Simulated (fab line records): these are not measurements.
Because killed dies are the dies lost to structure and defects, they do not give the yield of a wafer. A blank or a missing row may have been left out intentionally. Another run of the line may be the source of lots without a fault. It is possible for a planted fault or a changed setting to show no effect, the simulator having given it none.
fab line records -- flow sky130
record lots=13, wafers=39, last-day=50
route steps=708 shown LDD_HVP@282 LI_CONTACT@382 LOCAL_INTERCONNECT@387 CONTACT@407 PAD_OPEN@708
lots that met no fault: taken from a fault-free run of the same line
start-h: hours from the record's opening day to when the first of the lot's shown wafers began -- wait-h: hours elapsed since this lot's preceding step -- " repeats the value in the row above -- L1.1+2: a single row standing in for several wafers -- - either no value or no given start -- * or withheld: withheld -- < > ~ a bound
route shown NAME@n: names a module that has steps shown in the file, with the first one's number in the route -- usual: mean/standard deviation taken from wafers without a fault -- same: alike in all rows -- chamber/n: place in a boat -- sites: readings site by site -- _std_site: standard deviation across them -- _edge_site: outer sites' mean less inner sites' -- radius-mm: how far each site lies from the wafer's centre -- mask NAME#n: copy n -- behind: tool/chamber where the wafer was last shaped -- hold: what put the lot on hold/how long, in hours/how the hold closed -- device: transistor that didn't switch, given as n, p or np -- end of line: the same wafers' tests at the end of the route -- for a step that has no rows: nothing shown but its recipe -- killed: dies lost to structure and defects at the first sort, not the wafer's yield -- map: the dies of a wafer, with x for killed, . for not killed, _ for no die there
set.NAME: the setting the step ran with; set.NAME@STEP: the setting that earlier step ran with -- model.NAME: the simulator's own value behind a step, which no gauge read
a sample of lots followed through the steps of the route, with each step as a table and each wafer as a row
services: when a tool's chamber went out of use (start-h, in hours from the record's first day, below 0 if earlier), for how many hours, and the reason
## steps
# step SKY_LDD_HVP_EXPOSE_04
# recipe mask-id=HVPTM, na=0.6, source-shape=conventional, sigma-outer=0.6, polarization=unpolarized, target-cd-nm=700, dose-mj=86
# usual exposure-dose-mJ-cm2=85.99/0.076, stage-vel-mm-s=499.96/0.24
# same sigma-outer=0.6
lot.wafer,tool,chamber,start-h,wait-h,mask,exposure-dose-mJ-cm2,stage-vel-mm-s
L809.2,iline-stepper-01,0,477.73,-,HVPTM#0,86.04,500.22
L809.4,iline-stepper-01,0,477.73,-,HVPTM#0,86.13,499.80
L809.5,iline-stepper-01,0,477.73,-,HVPTM#0,86.02,500.27
L811.1,iline-stepper-01,0,506.63,-,HVPTM#0,86.03,499.50
L811.2,iline-stepper-01,0,506.63,-,HVPTM#0,85.95,499.97
L811.6,iline-stepper-01,0,506.63,-,HVPTM#0,86.06,499.84
L812.2,iline-stepper-01,0,521.45,-,HVPTM#0,85.96,500.18
L812.5,iline-stepper-01,0,521.45,-,HVPTM#0,85.96,500.36
L812.6,iline-stepper-01,0,521.45,-,HVPTM#0,86.03,500.58
L814.1,iline-stepper-02,0,535.05,-,HVPTM#0,86.08,500.23
L814.2,iline-stepper-02,0,535.05,-,HVPTM#0,86.11,500.47
L814.5,iline-stepper-02,0,535.05,-,HVPTM#0,85.99,499.91
L815.1,iline-stepper-02,0,542.86,-,HVPTM#0,86.01,499.87
L815.4,iline-stepper-02,0,542.86,-,HVPTM#0,86.13,500.00
L815.5,iline-stepper-02,0,542.86,-,HVPTM#0,85.99,500.13
L817.3,iline-stepper-01,0,554.28,-,HVPTM#0,85.96,499.58
L817.4,iline-stepper-01,0,554.28,-,HVPTM#0,85.88,499.93
L817.5,iline-stepper-01,0,554.28,-,HVPTM#0,85.87,500.17
L818.1,iline-stepper-02,0,569.17,-,HVPTM#0,86.06,499.62
L818.5,iline-stepper-02,0,569.17,-,HVPTM#0,86.06,499.68
L818.6,iline-stepper-02,0,569.17,-,HVPTM#0,86.07,499.57
L819.3,iline-stepper-02,0,577.20,-,HVPTM#0,86.00,499.94
L819.4,iline-stepper-02,0,577.20,-,HVPTM#0,86.01,499.88
L819.5,iline-stepper-02,0,577.20,-,HVPTM#0,86.01,500.05
L821.1,iline-stepper-02,0,591.94,-,HVPTM_R1#0,86.08,500.33
L821.5,iline-stepper-02,0,591.94,-,HVPTM_R1#0,86.10,499.58
L821.6,iline-stepper-02,0,591.94,-,HVPTM_R1#0,86.09,499.69
L823.3,iline-stepper-01,0,607.87,-,HVPTM#0,86.02,499.78
L823.4,iline-stepper-01,0,607.87,-,HVPTM#0,85.88,499.74
L823.5,iline-stepper-01,0,607.87,-,HVPTM#0,86.06,500.02
L829.2,iline-stepper-01,0,650.52,-,HVPTM#0,85.85,500.23
L829.3,iline-stepper-01,0,650.52,-,HVPTM#0,85.96,500.27
L829.5,iline-stepper-01,0,650.52,-,HVPTM#0,85.99,500.11
L830.4,iline-stepper-01,0,671.51,-,HVPTM#0,86.01,500.04
L830.5,iline-stepper-01,0,671.51,-,HVPTM#0,85.90,499.86
L830.6,iline-stepper-01,0,671.51,-,HVPTM#0,86.00,499.83
L831.1,iline-stepper-01,0,677.51,-,HVPTM#0,85.89,499.72
L831.4,iline-stepper-01,0,677.51,-,HVPTM#0,85.92,499.87
L831.6,iline-stepper-01,0,677.51,-,HVPTM#0,85.94,499.73
# step SKY_LI_CONTACT_SPUTTER_20
# recipe material=TiN, target-thk-nm=20, chamber-pressure-pa=5, power-w=4000, time-s=80
# usual throttle-valve-pct=29.9/0.93
lot.wafer,tool,chamber,start-h,wait-h,throttle-valve-pct
L809.2,pvd-sputter-03,-,677.21,0.0,30.4
L809.4,pvd-sputter-03,-,677.21,0.0,30.4
L809.5,pvd-sputter-03,-,677.21,0.0,30.3
L811.1,pvd-sputter-01,-,700.96,0.0,29.8
L811.2,pvd-sputter-01,-,700.96,0.0,27.9
L811.6,pvd-sputter-01,-,700.96,0.0,29.7
L812.2,pvd-sputter-03,-,716.93,0.0,29.9
L812.5,pvd-sputter-03,-,716.93,0.0,29.3
L812.6,pvd-sputter-03,-,716.93,0.0,30.3
L814.1,pvd-sputter-03,-,727.61,0.0,30.0
L814.2,pvd-sputter-03,-,727.61,0.0,30.6
L814.5,pvd-sputter-03,-,727.61,0.0,30.3
L815.1,pvd-sputter-01,-,734.33,0.0,31.5
L815.4,pvd-sputter-01,-,734.33,0.0,29.9
L815.5,pvd-sputter-01,-,734.33,0.0,31.7
L817.3,pvd-sputter-01,-,746.01,0.0,31.4
L817.4,pvd-sputter-01,-,746.01,0.0,29.6
L817.5,pvd-sputter-01,-,746.01,0.0,28.1
L818.1,pvd-sputter-03,-,759.13,0.0,28.9
L818.5,pvd-sputter-03,-,759.13,0.0,30.0
L818.6,pvd-sputter-03,-,759.13,0.0,30.2
L819.3,pvd-sputter-01,-,768.02,0.0,31.3
L819.4,pvd-sputter-01,-,768.02,0.0,29.7
L819.5,pvd-sputter-01,-,768.02,0.0,29.8
L821.1,pvd-sputter-01,-,780.11,0.0,27.7
L821.5,pvd-sputter-01,-,780.11,0.0,28.2
L821.6,pvd-sputter-01,-,780.11,0.0,30.0
L823.3,pvd-sputter-03,-,795.52,0.0,30.2
L823.4,pvd-sputter-03,-,795.52,0.0,30.0
L823.5,pvd-sputter-03,-,795.52,0.0,30.3
L829.2,pvd-sputter-01,-,832.57,0.0,27.8
L829.3,pvd-sputter-01,-,832.57,0.0,29.8
L829.5,pvd-sputter-01,-,832.57,0.0,31.2
L830.4,pvd-sputter-01,-,851.91,0.0,31.3
L830.5,pvd-sputter-01,-,851.91,0.0,31.4
L830.6,pvd-sputter-01,-,851.91,0.0,30.2
L831.1,pvd-sputter-03,-,857.69,0.0,30.0
L831.4,pvd-sputter-03,-,857.69,0.0,30.0
L831.6,pvd-sputter-03,-,857.69,0.0,29.3
# step SKY_LOCAL_INTERCONNECT_SPUTTER_00
# recipe material=TiN, target-thk-nm=100, temp-c=300, power-w=6500, time-s=83.3, chamber-pressure-pa=0.4
# usual throttle-valve-pct=30.2/0.51
lot.wafer,tool,chamber,start-h,wait-h,throttle-valve-pct
L809.2,pvd-sputter-02,-,677.87,0.2,30.5
L809.4,pvd-sputter-02,-,677.87,0.2,30.6
L809.5,pvd-sputter-02,-,677.87,0.2,30.1
L811.1,pvd-sputter-04,-,701.63,0.1,29.4
L811.2,pvd-sputter-04,-,701.63,0.1,30.3
L811.6,pvd-sputter-04,-,701.63,0.1,30.5
L812.2,pvd-sputter-02,-,717.60,0.1,29.9
L812.5,pvd-sputter-02,-,717.60,0.1,30.9
L812.6,pvd-sputter-02,-,717.60,0.1,29.9
L814.1,pvd-sputter-04,-,728.31,0.1,29.9
L814.2,pvd-sputter-04,-,728.31,0.1,30.2
L814.5,pvd-sputter-04,-,728.31,0.1,30.3
L815.1,pvd-sputter-04,-,735.00,0.2,30.5
L815.4,pvd-sputter-04,-,735.00,0.2,29.9
L815.5,pvd-sputter-04,-,735.00,0.2,30.3
L817.3,pvd-sputter-02,-,746.68,0.2,30.3
L817.4,pvd-sputter-02,-,746.68,0.2,29.8
L817.5,pvd-sputter-02,-,746.68,0.2,30.4
L818.1,pvd-sputter-03,-,759.80,0.2,30.0
L818.5,pvd-sputter-03,-,759.80,0.2,30.5
L818.6,pvd-sputter-03,-,759.80,0.2,29.1
L819.3,pvd-sputter-02,-,768.69,0.1,31.3
L819.4,pvd-sputter-02,-,768.69,0.1,30.1
L819.5,pvd-sputter-02,-,768.69,0.1,30.8
L821.1,pvd-sputter-03,-,780.77,0.1,30.5
L821.5,pvd-sputter-03,-,780.77,0.1,30.4
L821.6,pvd-sputter-03,-,780.77,0.1,28.8
L823.3,pvd-sputter-02,-,796.19,0.2,31.1
L823.4,pvd-sputter-02,-,796.19,0.2,30.4
L823.5,pvd-sputter-02,-,796.19,0.2,31.0
L829.2,pvd-sputter-02,-,833.24,0.2,30.5
L829.3,pvd-sputter-02,-,833.24,0.2,30.4
L829.5,pvd-sputter-02,-,833.24,0.2,30.6
L830.4,pvd-sputter-04,-,852.58,0.2,29.9
L830.5,pvd-sputter-04,-,852.58,0.2,29.4
L830.6,pvd-sputter-04,-,852.58,0.2,29.8
L831.1,pvd-sputter-02,-,858.35,0.2,30.7
L831.4,pvd-sputter-02,-,858.35,0.2,30.4
L831.6,pvd-sputter-02,-,858.35,0.2,31.0
# step SKY_CONTACT_THK_MEAS_01
# recipe reads=Si3N4_of_CONTACT_CVD_00
# usual CONTACT_CVD_00_THK=75.2/0.96
lot.wafer,tool,chamber,start-h,wait-h,CONTACT_CVD_00_THK[nm]
L809.2,film-metro-03,-,707.26,-,74.3
L809.4,film-metro-03,-,707.26,-,75.9
L809.5,film-metro-03,-,707.26,-,75.2
L811.1,film-metro-04,-,730.47,-,74.0
L811.2,film-metro-04,-,730.47,-,73.6
L811.6,film-metro-04,-,730.47,-,74.9
L812.2,film-metro-04,-,745.73,-,74.7
L812.5,film-metro-04,-,745.73,-,75.1
L812.6,film-metro-04,-,745.73,-,75.2
L814.1,film-metro-02,-,757.00,-,73.0
L814.2,film-metro-02,-,757.00,-,73.2
L814.5,film-metro-02,-,757.00,-,75.1
L815.1,film-metro-04,-,762.57,-,74.9
L815.4,film-metro-04,-,762.57,-,76.4
L815.5,film-metro-04,-,762.57,-,76.5
L817.3,film-metro-04,-,773.57,-,74.8
L817.4,film-metro-04,-,773.57,-,76.1
L817.5,film-metro-04,-,773.57,-,75.7
L818.1,film-metro-04,-,786.62,-,73.1
L818.5,film-metro-04,-,786.62,-,75.4
L818.6,film-metro-04,-,786.62,-,74.4
L819.3,film-metro-04,-,796.84,-,75.3
L819.4,film-metro-04,-,796.84,-,75.9
L819.5,film-metro-04,-,796.84,-,76.5
L821.1,film-metro-03,-,808.28,-,73.9
L821.5,film-metro-03,-,808.28,-,75.4
L821.6,film-metro-03,-,808.28,-,75.3
L823.3,film-metro-03,-,824.49,-,76.1
L823.4,film-metro-03,-,824.49,-,76.5
L823.5,film-metro-03,-,824.49,-,75.4
L829.2,film-metro-02,-,860.68,-,74.3
L829.3,film-metro-02,-,860.68,-,75.5
L829.5,film-metro-02,-,860.68,-,75.7
L830.4,film-metro-03,-,879.88,-,75.6
L830.5,film-metro-03,-,879.88,-,76.8
L830.6,film-metro-03,-,879.88,-,76.4
L831.1,film-metro-02,-,885.32,-,75.3
L831.4,film-metro-02,-,885.32,-,77.0
L831.6,film-metro-02,-,885.32,-,77.6
# step SKY_PAD_OPEN_PROBE_99
# usual killed_at_M0_to_M3=43/7.2, killed_at_M4_up=3.0/2, killed-at-contacts=24/5.5, killed-at-front-end=15/4.2, killed-at-other=0.3/0.51, killed-dies=85/10, killed-open=46/7.3, killed-short=38/6.4
# same gross-dies=492, killed-at-back-side=0
lot.wafer,tool,chamber,start-h,wait-h,killed_at_M0_to_M3,killed_at_M4_up,killed-at-contacts,killed-at-front-end,killed-at-other,killed-dies,killed-open,killed-short
L819.3,prober-01,-,1142.23,0.2,52,1,31,12,0,96,53,43
L819.4,prober-01,-,1142.28,0.2,56,3,19,14,0,92,59,33
L819.5,prober-01,-,1142.33,0.2,45,2,24,13,0,84,50,34
L823.3,prober-01,-,1163.05,0.2,47,3,15,14,0,79,42,37
L823.4,prober-01,-,1163.10,0.2,50,0,19,24,0,93,59,34
L823.5,prober-01,-,1163.15,0.2,33,2,18,16,0,69,38,31
L829.2,prober-01,-,1187.23,0.1,43,5,28,12,0,88,52,36
L829.3,prober-01,-,1187.28,0.2,36,1,28,12,0,77,42,35
L829.5,prober-01,-,1187.38,0.2,39,4,28,15,0,86,47,39
# killed by level:class
L819.3 VIA1:geometric-particle:open=17 LOCAL_INTERCONNECT:geometric-particle:short=12 CONTACT:geometric-particle:open=9 METAL1:geometric-particle:short=7 VIA3:geometric-particle:open=7 VIA1:geometric-particle:short=6 LI_CONTACT:geometric-particle:open=5 VIA2:geometric-particle:open=5
L819.4 VIA3:geometric-particle:open=14 VIA1:geometric-particle:open=13 FIELD_ISO:geometric-particle:open=8 CONTACT:geometric-particle:open=7 LI_CONTACT:geometric-particle:open=6 METAL2:geometric-particle:short=6 METAL1:geometric-particle:short=5 VIA1:geometric-particle:short=4
L819.5 CONTACT:geometric-particle:open=11 VIA1:geometric-particle:open=10 VIA2:geometric-particle:open=7 METAL1:geometric-particle:short=6 METAL2:geometric-particle:short=5 VIA3:geometric-particle:open=5 POLY_GATE:geometric-particle:open=4 LOCAL_INTERCONNECT:geometric-particle:short=4
L823.3 VIA1:geometric-particle:open=14 VIA2:geometric-particle:open=9 METAL1:geometric-particle:short=7 CONTACT:geometric-particle:short=5 FIELD_ISO:geometric-particle:short=4 VIA1:geometric-particle:short=4 FIELD_ISO:geometric-particle:open=3 VIA3:geometric-particle:open=3
L823.4 VIA1:geometric-particle:open=10 VIA2:geometric-particle:open=9 POLY_GATE:geometric-particle:open=9 CONTACT:geometric-particle:open=7 VIA3:geometric-particle:open=7 FIELD_ISO:geometric-particle:open=5 METAL2:geometric-particle:short=5 VIA3:geometric-particle:short=5
L823.5 VIA1:geometric-particle:open=9 CONTACT:geometric-particle:open=7 POLY_GATE:geometric-particle:short=6 LI_CONTACT:geometric-particle:open=5 VIA3:geometric-particle:open=5 VIA3:geometric-particle:short=5 FIELD_ISO:geometric-particle:open=3 POLY_GATE:geometric-particle:open=3
L829.2 CONTACT:geometric-particle:open=10 LI_CONTACT:geometric-particle:open=9 VIA1:geometric-particle:open=8 VIA3:geometric-particle:open=7 CONTACT:geometric-particle:short=6 VIA2:geometric-particle:open=6 VIA3:geometric-particle:short=6 METAL2:geometric-particle:short=5
L829.3 CONTACT:geometric-particle:open=14 VIA1:geometric-particle:open=10 CONTACT:geometric-particle:short=6 VIA2:geometric-particle:open=6 LI_CONTACT:geometric-particle:short=4 VIA1:geometric-particle:short=4 FIELD_ISO:geometric-particle:short=3 FIELD_ISO:geometric-particle:open=3
L829.5 VIA3:geometric-particle:open=9 LI_CONTACT:geometric-particle:open=8 CONTACT:geometric-particle:short=8 CONTACT:geometric-particle:open=6 VIA2:geometric-particle:open=6 FIELD_ISO:geometric-particle:short=5 VIA1:geometric-particle:short=5 VIA1:geometric-particle:open=4
## services
tool,chamber,start-h,hours,kind
pvd-sputter-03,-,455.66,25.7,repair
pvd-sputter-02,-,469.19,4.8,repair
pvd-sputter-02,-,472.03,5.1,repair
iline-stepper-01,-,507.52,5.6,repair
iline-stepper-02,-,547.23,8.9,pm
iline-stepper-01,-,558.61,18.3,repair
pvd-sputter-01,-,572.70,5.8,repair
iline-stepper-01,-,576.88,1.7,pm
pvd-sputter-01,-,579.83,2.6,repair
iline-stepper-01,-,583.49,2.1,pm
iline-stepper-01,-,585.57,-,consumable-replace:lamp
iline-stepper-02,-,593.69,1.7,pm
pvd-sputter-02,-,605.07,57.9,repair
pvd-sputter-01,-,709.67,1.0,repair
iline-stepper-02,-,725.73,0.7,repair
pvd-sputter-03,-,731.37,4.5,repair
iline-stepper-01,-,789.05,1.7,pm
iline-stepper-02,-,811.87,1.7,pm
pvd-sputter-04,-,812.25,5.8,repair
pvd-sputter-03,-,814.58,1.2,repair
## key
first-sign step=SKY_LDD_HVP_EXPOSE_04, reading=mask, direction=changed
effect none on later readings
met-at SKY_LDD_HVP_EXPOSE_04
struck-lots L821
tester-left-out L821
not-acting-at SKY_LI_CONTACT_SPUTTER_20,SKY_LOCAL_INTERCONNECT_SPUTTER_00,SKY_CONTACT_THK_MEAS_01
onset-between 577.20 591.94
fault kind=wrong-mask, tool=any, chamber=-, onset-h=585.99, steps=SKY_LDD_HVP_EXPOSE_04, aux-copy=HVPTM_R1#0, cd-offset-nm=49, scope=struck-lots-only
# tester-left-out: of these lots the tester's yield and bins aren't shown, on N5 and GAA mostly nor the transistor test; their killed dies are dies lost to structure and defects alone, not to doping, threshold or leakage, so they don't give the yield
